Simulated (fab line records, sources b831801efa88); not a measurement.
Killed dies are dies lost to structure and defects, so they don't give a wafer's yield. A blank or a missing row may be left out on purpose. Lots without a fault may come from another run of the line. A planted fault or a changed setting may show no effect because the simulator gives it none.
A struck lot beside a sound one | flow sky130 | 14 steps out of a route of 708
Sound: wafers L741.1, L741.2, L741.3. Struck: wafers L754.2, L754.4, L754.5. The cause comes at the end.
At each step with rows: each side's tool, then ch and its chambers, then its first start. Under that, the readings that differ: sound wafers | struck wafers | difference of the means | sigmas: that difference in standard deviations of wafers without a fault.
alike: readings whose means differ by less than 2 such deviations, and words and numbers that are the same on both sides. not compared: withheld readings, readings that some wafer has no value for, bounds like >300 that may hide the same value, and numbers for which the record gives no deviation and whose values overlap.
The two part at a step that has a row with sigmas, a row that says differs or no value, or rows on one side only. Numbers that don't overlap but have no deviation are shown without sigmas and don't part them. A reading that every wafer of one side lacks parts them only if that side has two wafers or more.

first, 1 step without rows for these wafers: SKY_SONOS_ONO_OXIDATION_00 (stabilise 600 s, purge 300 s, target thk 2.6 nm).
SKY_SONOS_ONO_THK_MEAS_01:
  sound on film_metro-01, day 12 13:54; struck on film_metro-02, day 16 21:52
  alike: SONOS_ONO_OXIDATION_THK
then, 1 step without rows for these wafers: SKY_SONOS_ONO_CVD_02 (deposits Si3N4 from DCS/NH3, target thk 10.5 nm, time 180 s).
SKY_SONOS_ONO_THK_MEAS_03:
  sound on film_metro-01, day 12 18:02; struck on film_metro-03, day 16 22:58
  alike: SONOS_ONO_CVD_02_THK
then, 1 step without rows for these wafers: SKY_SONOS_ONO_CVD_04 (deposits SiO2 from SiH4/N2O, target thk 5.7199 nm).
SKY_SONOS_ONO_THK_MEAS_05:
  sound on film_metro-01, day 12 19:20; struck on film_metro-03, day 17 00:17
  alike: SONOS_ONO_CVD_04_THK
then, 6 steps without rows for these wafers: SKY_SONOS_ONO_DEHYDRATE_06 (time 60 s); SKY_SONOS_ONO_HMDS_07 (prime time 60 s); SKY_SONOS_ONO_COAT_08 (resist thk 1140 nm); SKY_SONOS_ONO_SOFTBAKE_09 (time 60 s); SKY_SONOS_ONO_EXPOSE_10 (exposes mask ONOM, target cd 410 nm); SKY_SONOS_ONO_PEB_11.
SKY_SONOS_ONO_DEVELOP_12: develop time 60 s.
  sound on litho_track-04 ch 0, day 13 19:13; struck on litho_track-04, day 18 04:17
  no value came back on the struck wafers for chill_plate_temp_C (C), develop_time_s (s); on the sound wafers chill_plate_temp_C (C) reads 22.99 22.99 23.07
SKY_SONOS_ONO_CD_MEAS_13: target cd 410 nm.
  sound on cd_sem-02, day 13 19:22; struck on cd_sem-02, day 18 04:26
  reading    | sound             | struck | difference                    | sigmas
  cd_nm (nm) | 406.8 409.5 407.3 | - - -  | no value on the struck wafers |

WHERE THEY PART
First at SKY_SONOS_ONO_DEVELOP_12; last, within this record, at SKY_SONOS_ONO_CD_MEAS_13.

WHY: what the simulator had put in
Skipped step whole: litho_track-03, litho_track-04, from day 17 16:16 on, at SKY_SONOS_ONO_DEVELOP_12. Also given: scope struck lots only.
